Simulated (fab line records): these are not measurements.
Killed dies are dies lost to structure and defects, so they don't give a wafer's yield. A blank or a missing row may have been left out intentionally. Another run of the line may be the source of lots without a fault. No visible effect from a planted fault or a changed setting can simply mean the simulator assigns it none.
fab line records -- flow sky130
record: lots: 13, wafers: 37, last_day: 51
route steps=708 shown VT_ADJUST_LVTN@118 VT_ADJUST_NCORE@127 SONOS_TUNNEL@160 SONOS_ONO@169 PAD_OPEN@708
lots with no fault: from the same line, run without faults
start_h: hours from the record's opening day to when the first of the lot's shown wafers began -- wait_h: hours since the lot's step before -- " the same as in the row above -- L1.1+2: a single row standing in for several wafers -- - either no value or no given start -- * or withheld: withheld -- < > ~ a bound
route shown NAME@n: NAME is a module with steps in the file, n the number in the route of the first one -- usual: mean/standard deviation of fault-free wafers -- same: alike in all rows -- chamber/n: place in a boat -- sites: each site's reading -- _std_site: standard deviation across them -- _edge_site: inner sites' mean taken away from outer sites' mean -- radius_mm: for every site, how far away it sits from the centre of the wafer -- mask NAME#n: copy n -- behind: tool/chamber where the wafer was last shaped -- hold: reason for holding the lot/hours on hold/outcome of the hold -- device: which transistor (n, p or np) failed to switch -- end of line: tests of these same wafers at the route's end -- a step without rows: its recipe alone -- killed: dies lost to structure and defects at the first sort, not the wafer's yield -- map: a wafer's dies, x killed, . not, _ none there
set.NAME: the run value of the setting; set.NAME@STEP: its run value at that earlier step -- model.NAME: the simulator's own value behind a step, which no gauge read
the route's steps for a sample of lots (tables are steps, rows are wafers)
== steps ==
step: SKY_VT_ADJUST_LVTN_TW_MEAS_21
usual: VT_ADJUST_LVTN_2_TW: 187.9/1.4
lot.wafer,tool,chamber,start_h,wait_h,VT_ADJUST_LVTN_2_TW
L844.2,film_metro-04,-,168.34,0.1,188.2
L844.5,film_metro-04,-,168.34,0.1,187.6
L844.6,film_metro-04,-,168.34,0.1,188.2
L846.1,film_metro-01,-,179.46,0.1,185.9
L846.5,film_metro-01,-,179.46,0.1,186.0
L846.6,film_metro-01,-,179.46,0.1,186.8
L845.1,film_metro-03,-,181.73,0.1,189.5
L845.3,film_metro-03,-,181.73,0.1,189.5
L845.5,film_metro-03,-,181.73,0.1,189.4
L847.3,film_metro-04,-,189.61,0.1,188.2
L847.5,film_metro-04,-,189.61,0.1,186.9
L847.6,film_metro-04,-,189.61,0.1,187.5
L848.1,film_metro-03,-,197.26,0.1,190.6
L848.4,film_metro-03,-,197.26,0.1,188.7
L848.5,film_metro-03,-,197.26,0.1,188.3
L849.1,film_metro-01,-,201.73,0.1,185.1
L849.2,film_metro-01,-,201.73,0.1,187.2
L849.3,film_metro-01,-,201.73,0.1,186.4
L850.1,film_metro-01,-,207.13,0.1,187.2
L850.3,film_metro-01,-,207.13,0.1,185.7
L850.4,film_metro-01,-,207.13,0.1,186.9
L858.1,film_metro-03,-,265.44,0.1,188.6
L858.4,film_metro-03,-,265.44,0.1,190.2
L859.1,film_metro-01,-,273.38,0.1,187.0
L859.4,film_metro-01,-,273.38,0.1,186.4
L863.2,film_metro-03,-,297.01,0.1,189.5
L863.3,film_metro-03,-,297.01,0.1,188.7
L863.6,film_metro-03,-,297.01,0.1,187.8
L865.2,film_metro-01,-,313.86,0.1,185.2
L865.3,film_metro-01,-,313.86,0.1,185.1
L865.6,film_metro-01,-,313.86,0.1,185.4
L866.4,film_metro-04,-,318.63,0.1,187.4
L866.5,film_metro-04,-,318.63,0.1,188.5
L866.6,film_metro-04,-,318.63,0.1,188.2
L867.1,film_metro-04,-,325.90,0.1,187.7
L867.3,film_metro-04,-,325.90,0.1,187.9
L867.5,film_metro-04,-,325.90,0.1,187.7
step: SKY_VT_ADJUST_NCORE_OVL_MEAS_08
usual: VT_ADJUST_NCORE_OVL: 0.0/1.2
lot.wafer,tool,chamber,start_h,wait_h,VT_ADJUST_NCORE_OVL[nm]
L844.2,overlay-02,-,189.73,0.1,-0.9
L844.5,overlay-02,-,189.73,0.1,-2.3
L844.6,overlay-02,-,189.73,0.1,-1.3
L846.1,overlay-01,-,201.58,0.1,1.0
L846.5,overlay-01,-,201.58,0.1,1.1
L846.6,overlay-01,-,201.58,0.1,0.8
L845.1,overlay-02,-,203.33,0.1,-2.6
L845.3,overlay-02,-,203.33,0.1,-2.0
L845.5,overlay-02,-,203.33,0.1,-1.3
L847.3,overlay-01,-,211.79,0.1,-0.4
L847.5,overlay-01,-,211.79,0.1,1.1
L847.6,overlay-01,-,211.79,0.1,0.3
L848.1,overlay-02,-,219.53,0.1,-0.1
L848.4,overlay-02,-,219.53,0.1,-1.9
L848.5,overlay-02,-,219.53,0.1,-0.8
L849.1,overlay-02,-,224.49,0.1,1.5
L849.2,overlay-02,-,224.49,0.1,0.7
L849.3,overlay-02,-,224.49,0.1,-0.1
L850.1,overlay-02,-,230.43,0.1,-1.5
L850.3,overlay-02,-,230.43,0.1,-1.3
L850.4,overlay-02,-,230.43,0.1,-0.7
L858.1,overlay-02,-,290.08,0.1,1.4
L858.4,overlay-02,-,290.08,0.1,0.4
L859.1,overlay-01,-,298.69,0.1,2.2
L859.4,overlay-01,-,298.69,0.1,-0.3
L863.2,overlay-02,-,321.59,0.1,0.9
L863.3,overlay-02,-,321.59,0.1,-0.2
L863.6,overlay-02,-,321.59,0.1,0.9
L865.2,overlay-02,-,340.68,0.1,-0.4
L865.3,overlay-02,-,340.68,0.1,0.9
L865.6,overlay-02,-,340.68,0.1,0.2
L866.4,overlay-01,-,344.96,0.1,-0.1
L866.5,overlay-01,-,344.96,0.1,-0.6
L866.6,overlay-01,-,344.96,0.1,0.7
L867.1,overlay-01,-,353.74,0.1,1.3
L867.3,overlay-01,-,353.74,0.1,1.2
L867.5,overlay-01,-,353.74,0.1,0.8
step: SKY_SONOS_TUNNEL_DEVELOP_06
recipe: resist: NOVOLAK, developer: TMAH, develop_time_s: 60, dev_temp_c: 23
lot.wafer,tool,chamber,start_h,wait_h
L844.2+5+6,litho_track-04,0,260.39,0.1
L846.1+5+6,litho_track-03,0,272.34,0.1
L845.1+3+5,litho_track-04,0,273.97,0.1
L847.3+5+6,litho_track-02,0,283.11,0.1
L848.1+4+5,litho_track-04,0,292.27,0.1
L849.1+2+3,litho_track-02,0,298.76,0.1
L850.1+3+4,litho_track-04,0,303.92,0.1
L858.1+4,litho_track-03,0,371.49,0.1
L859.1+4,litho_track-03,0,379.14,0.1
L863.2+3+6,litho_track-02,0,407.48,0.1
L865.2+3+6,litho_track-02,0,428.13,0.1
L866.4+5+6,litho_track-04,0,433.84,0.1
L867.1+3+5,litho_track-02,0,441.61,0.1
step: SKY_SONOS_TUNNEL_CD_MEAS_07
recipe: target_cd_nm: 410
usual: cd_nm: 409.1/2.2
lot.wafer,tool,chamber,start_h,wait_h,cd_nm
L844.2,cd_sem-01,-,260.54,0.1,408.9
L844.5,cd_sem-01,-,260.54,0.1,409.3
L844.6,cd_sem-01,-,260.54,0.1,410.3
L846.1,cd_sem-02,-,272.49,0.1,405.0
L846.5,cd_sem-02,-,272.49,0.1,405.5
L846.6,cd_sem-02,-,272.49,0.1,405.8
L845.1,cd_sem-02,-,274.16,0.2,409.8
L845.3,cd_sem-02,-,274.16,0.2,410.6
L845.5,cd_sem-02,-,274.16,0.2,410.7
L847.3,cd_sem-02,-,283.25,0.1,406.8
L847.5,cd_sem-02,-,283.25,0.1,407.8
L847.6,cd_sem-02,-,283.25,0.1,405.3
L848.1,cd_sem-02,-,292.42,0.1,411.2
L848.4,cd_sem-02,-,292.42,0.1,411.5
L848.5,cd_sem-02,-,292.42,0.1,409.8
L849.1,cd_sem-02,-,298.91,0.1,406.1
L849.2,cd_sem-02,-,298.91,0.1,407.3
L849.3,cd_sem-02,-,298.91,0.1,409.4
L850.1,cd_sem-01,-,304.07,0.1,410.0
L850.3,cd_sem-01,-,304.07,0.1,412.9
L850.4,cd_sem-01,-,304.07,0.1,409.0
L858.1,cd_sem-02,-,371.64,0.1,433.2
L858.4,cd_sem-02,-,371.64,0.1,410.5
L859.1,cd_sem-02,-,379.45,0.3,429.2
L859.4,cd_sem-02,-,379.45,0.3,409.6
L863.2,cd_sem-01,-,407.63,0.1,410.0
L863.3,cd_sem-01,-,407.63,0.1,409.9
L863.6,cd_sem-01,-,407.63,0.1,408.3
L865.2,cd_sem-01,-,428.28,0.1,411.0
L865.3,cd_sem-01,-,428.28,0.1,414.9
L865.6,cd_sem-01,-,428.28,0.1,412.4
L866.4,cd_sem-01,-,433.98,0.1,407.3
L866.5,cd_sem-01,-,433.98,0.1,411.3
L866.6,cd_sem-01,-,433.98,0.1,408.1
L867.1,cd_sem-01,-,441.76,0.1,408.5
L867.3,cd_sem-01,-,441.76,0.1,411.2
L867.5,cd_sem-01,-,441.76,0.1,410.5
step: SKY_SONOS_ONO_THK_MEAS_01
recipe: reads: SiO2_of_SONOS_ONO_OXIDATION_00
usual: SONOS_ONO_OXIDATION_THK: 2.61/0.068
lot.wafer,tool,chamber,start_h,wait_h,SONOS_ONO_OXIDATION_THK[nm]
L844.2,film_metro-02,-,265.10,0.0,2.67
L844.5,film_metro-02,-,265.10,0.0,2.76
L844.6,film_metro-02,-,265.10,0.0,2.72
L846.1,film_metro-04,-,275.31,0.0,2.72
L846.5,film_metro-04,-,275.31,0.0,2.70
L846.6,film_metro-04,-,275.31,0.0,2.69
L845.1,film_metro-04,-,276.66,0.0,2.62
L845.3,film_metro-04,-,276.66,0.0,2.70
L845.5,film_metro-04,-,276.66,0.0,2.66
L847.3,film_metro-04,-,287.71,0.0,2.65
L847.5,film_metro-04,-,287.71,0.0,2.54
L847.6,film_metro-04,-,287.71,0.0,2.60
L848.1,film_metro-04,-,295.89,0.0,2.48
L848.4,film_metro-04,-,295.89,0.0,2.54
L848.5,film_metro-04,-,295.89,0.0,2.49
L849.1,film_metro-04,-,302.74,0.0,2.68
L849.2,film_metro-04,-,302.74,0.0,2.72
L849.3,film_metro-04,-,302.74,0.0,2.73
L850.1,film_metro-03,-,307.91,0.0,2.71
L850.3,film_metro-03,-,307.91,0.0,2.66
L850.4,film_metro-03,-,307.91,0.0,2.67
L858.1,film_metro-04,-,373.64,0.0,2.54
L858.4,film_metro-04,-,373.64,0.0,2.69
L859.1,film_metro-03,-,382.03,0.0,2.61
L859.4,film_metro-03,-,382.03,0.0,2.60
L863.2,film_metro-04,-,409.63,0.0,2.58
L863.3,film_metro-04,-,409.63,0.0,2.60
L863.6,film_metro-04,-,409.63,0.0,2.62
L865.2,film_metro-02,-,432.29,0.0,2.61
L865.3,film_metro-02,-,432.29,0.0,2.64
L865.6,film_metro-02,-,432.29,0.0,2.55
L866.4,film_metro-03,-,437.62,0.0,2.63
L866.5,film_metro-03,-,437.62,0.0,2.63
L866.6,film_metro-03,-,437.62,0.0,2.60
L867.1,film_metro-02,-,444.02,0.0,2.65
L867.3,film_metro-02,-,444.02,0.0,2.65
L867.5,film_metro-02,-,444.02,0.0,2.68
step: SKY_PAD_OPEN_PROBE_99
usual: killed_at_M0_to_M3: 43/6.9, killed_at_M4_up: 3.2/1.6, killed_at_contacts: 25/5.1, killed_at_front_end: 16/4.5, killed_at_other: 0.3/0.68, killed_dies: 87/8.9, killed_on_rim: 16/3.6, killed_open: 48/6.9, killed_short: 39/6.3
same: gross_dies: 492, killed_at_back_side: 0
lot.wafer,tool,chamber,start_h,wait_h,killed_at_M0_to_M3,killed_at_M4_up,killed_at_contacts,killed_at_front_end,killed_at_other,killed_dies,killed_on_rim,killed_open,killed_short
L848.1,prober-01,-,1128.53,0.1,55,1,31,18,0,105,19,59,46
L848.4,prober-01,-,1128.68,0.2,42,3,22,11,1,79,14,44,35
L848.5,prober-01,-,1128.73,0.2,50,2,23,12,0,87,14,53,34
L859.1,prober-01,-,1184.73,0.1,50,6,29,16,0,101,17,61,40
L859.4,prober-01,-,1184.88,0.2,43,3,32,12,1,91,17,48,43
L863.2,prober-02,-,1204.93,0.1,52,2,34,14,1,103,20,59,44
L863.3,prober-02,-,1204.98,0.2,47,4,24,8,0,83,9,55,28
L863.6,prober-02,-,1205.13,0.2,43,2,26,16,0,87,20,53,34
L867.1,prober-01,-,1220.72,0.1,43,2,20,8,0,73,15,43,29
L867.3,prober-01,-,1220.82,0.2,51,3,22,12,0,88,18,46,42
L867.5,prober-01,-,1220.92,0.2,48,2,22,20,0,92,23,58,33
killed by level:class
L848.1 METAL2:geometric_particle:short=11 VIA1:geometric_particle:open=11 CONTACT:geometric_particle:open=10 LI_CONTACT:geometric_particle:open=10 VIA3:geometric_particle:open=9 POLY_GATE:geometric_particle:open=6 VIA2:geometric_particle:open=6 LI_CONTACT:geometric_particle:short=5
L848.4 VIA1:geometric_particle:open=9 VIA2:geometric_particle:open=8 CONTACT:geometric_particle:short=7 CONTACT:geometric_particle:open=6 METAL1:geometric_particle:short=6 LI_CONTACT:geometric_particle:open=5 METAL2:geometric_particle:short=5 FIELD_ISO:geometric_particle:open=3
L848.5 VIA2:geometric_particle:open=11 LI_CONTACT:geometric_particle:open=8 CONTACT:geometric_particle:open=8 VIA1:geometric_particle:open=8 METAL2:geometric_particle:short=8 VIA3:geometric_particle:open=7 FIELD_ISO:geometric_particle:open=5 CONTACT:geometric_particle:short=5
L859.1 CONTACT:geometric_particle:open=13 VIA1:geometric_particle:open=10 VIA2:geometric_particle:open=9 VIA3:geometric_particle:open=7 CONTACT:geometric_particle:short=6 VIA2:geometric_particle:short=6 LI_CONTACT:geometric_particle:open=5 POLY_GATE:geometric_particle:open=4
L859.4 VIA1:geometric_particle:open=13 CONTACT:geometric_particle:open=12 LI_CONTACT:geometric_particle:open=7 LOCAL_INTERCONNECT:geometric_particle:short=7 VIA1:geometric_particle:short=7 VIA2:geometric_particle:open=6 CONTACT:geometric_particle:short=5 VIA3:geometric_particle:open=5
L863.2 VIA2:geometric_particle:open=13 CONTACT:geometric_particle:open=13 VIA1:geometric_particle:open=11 FIELD_ISO:geometric_particle:open=8 LOCAL_INTERCONNECT:geometric_particle:short=7 LI_CONTACT:geometric_particle:open=6 VIA3:geometric_particle:open=6 METAL2:geometric_particle:short=5
L863.3 VIA1:geometric_particle:open=12 CONTACT:geometric_particle:open=9 VIA2:geometric_particle:open=9 VIA1:geometric_particle:short=6 VIA3:geometric_particle:open=6 LI_CONTACT:geometric_particle:open=5 FIELD_ISO:geometric_particle:open=4 LI_CONTACT:geometric_particle:short=4
L863.6 CONTACT:geometric_particle:open=12 VIA1:geometric_particle:open=9 VIA2:geometric_particle:open=7 FIELD_ISO:geometric_particle:open=5 VIA3:geometric_particle:open=5 LI_CONTACT:geometric_particle:open=5 METAL1:geometric_particle:short=5 FIELD_ISO:geometric_particle:short=4
L867.1 VIA1:geometric_particle:open=10 VIA2:geometric_particle:open=7 METAL2:geometric_particle:short=6 CONTACT:geometric_particle:short=6 CONTACT:geometric_particle:open=6 VIA3:geometric_particle:open=5 VIA1:geometric_particle:short=4 METAL2:geometric_particle:open=4
L867.3 VIA1:geometric_particle:open=11 CONTACT:geometric_particle:open=9 VIA2:geometric_particle:open=9 METAL1:geometric_particle:short=7 VIA1:geometric_particle:short=7 CONTACT:geometric_particle:short=5 METAL2:geometric_particle:short=5 VIA3:geometric_particle:open=5
L867.5 VIA1:geometric_particle:open=15 LI_CONTACT:geometric_particle:open=9 VIA3:geometric_particle:open=8 FIELD_ISO:geometric_particle:open=6 METAL1:geometric_particle:short=6 POLY_GATE:geometric_particle:open=5 CONTACT:geometric_particle:open=5 VIA3:geometric_particle:short=5
== key ==
first_sign: step: SKY_SONOS_TUNNEL_CD_MEAS_07, reading: cd_nm, direction: up, sigmas: 10, usual: 409.1, struck: 431.2
effect none on later readings
met_at SKY_SONOS_TUNNEL_DEVELOP_06
struck_lots L858,L859
struck_wafers L858.1,L859.1
tester_left_out L858,L859
not_acting_at SKY_VT_ADJUST_LVTN_TW_MEAS_21,SKY_VT_ADJUST_NCORE_OVL_MEAS_08,SKY_SONOS_ONO_THK_MEAS_01
onset_between 272.34 371.49
fault: kind: process_parameter_drift, tool: litho_track-03, chamber: -, onset_h: 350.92, steps: SKY_SONOS_TUNNEL_DEVELOP_06, channel: develop_time_s, offset: *, shape: step, end_h: 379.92, scope: struck_wafers_only, acts_in: *, stated: *
tester_left_out: of these lots the tester's yield and bins aren't shown, on N5 and GAA mostly nor the transistor test; their killed dies are dies lost to structure and defects alone, not to doping, threshold or leakage, so they don't give the yield
